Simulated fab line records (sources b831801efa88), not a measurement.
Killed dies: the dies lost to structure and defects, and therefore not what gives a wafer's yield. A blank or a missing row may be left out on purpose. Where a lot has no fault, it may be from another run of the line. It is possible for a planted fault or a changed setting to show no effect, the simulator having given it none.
One fault through the eyes of 2 desks -- flow sky130 -- what lay behind the numbers comes last; until then each desk has only its own

## METROLOGY DESK
What the gauges read, lot by lot, whatever tool the lot ran on: means of the sampled wafers that have a number. If a lot's mean is further than 4 standard deviations from the usual mean, the lot is out of limits and carries the mark OUT (the distance appears in the brackets).
Columns: A = DNWELL_TW at SKY_DNWELL_TW_MEAS_09, usual 1120; B = PWDE_OVL at SKY_PWDE_OVL_MEAS_07, usual -0.6 nm
lot,first seen here,A,B
L487,day 3 22:01,1117,-2.4
L494,day 5 07:56,1110,-1.3
L495,day 5 16:11,1126,-0.7
L496,day 5 23:10,1111,-1.2
L498,day 6 08:19,1122,0.7
L505,day 7 21:53,1137,-0.2
This desk found nothing out of limits on any of the 6 lots.

## TOOL OWNER'S DESK, implanter-01
SKY_PWDE_IMPLANT_08, tool's own readings: per-lot mean of the sampled wafers with a number, covering each lot this tool ran. If a lot's mean is further than 4 standard deviations from the usual mean, the lot is out of limits and carries the mark OUT (the distance appears in the brackets).
Columns: A = beam_energy_keV at SKY_PWDE_IMPLANT_08, usual 150.01; B = dose_ions_cm2 at SKY_PWDE_IMPLANT_08, usual 3.599e+12
lot,first seen here,A,B
L494,day 6 03:08,150.03,3.600e+12
L495,day 6 11:16,175.92 (+99 or more) OUT,3.602e+12
L496,day 6 17:59,175.87 (+99 or more) OUT,3.603e+12
This desk's verdict: out of limits on L495, L496, starting with L495 at day 6 11:16 (beam_energy_keV at SKY_PWDE_IMPLANT_08). L494: within limits.

## BROUGHT TOGETHER
On L495, L496, at day 6 11:16, an alarm was possible from the tool owner's desk.
Nothing out of limits was seen by the metrology desk.
The metrology desk holds a record of L495, L496, inside its limits.
On implanter-01, each named lot ran SKY_PWDE_IMPLANT_08.

## WHAT HAD BEEN PUT IN BY THE SIMULATOR
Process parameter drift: implanter-01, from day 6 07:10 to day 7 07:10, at SKY_PWDE_IMPLANT_08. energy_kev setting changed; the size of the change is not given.
Struck lots among those shown: L495, L496.
Time in hours from fault onset to the first out-of-limits reading at each desk: the tool owner's desk, 4.
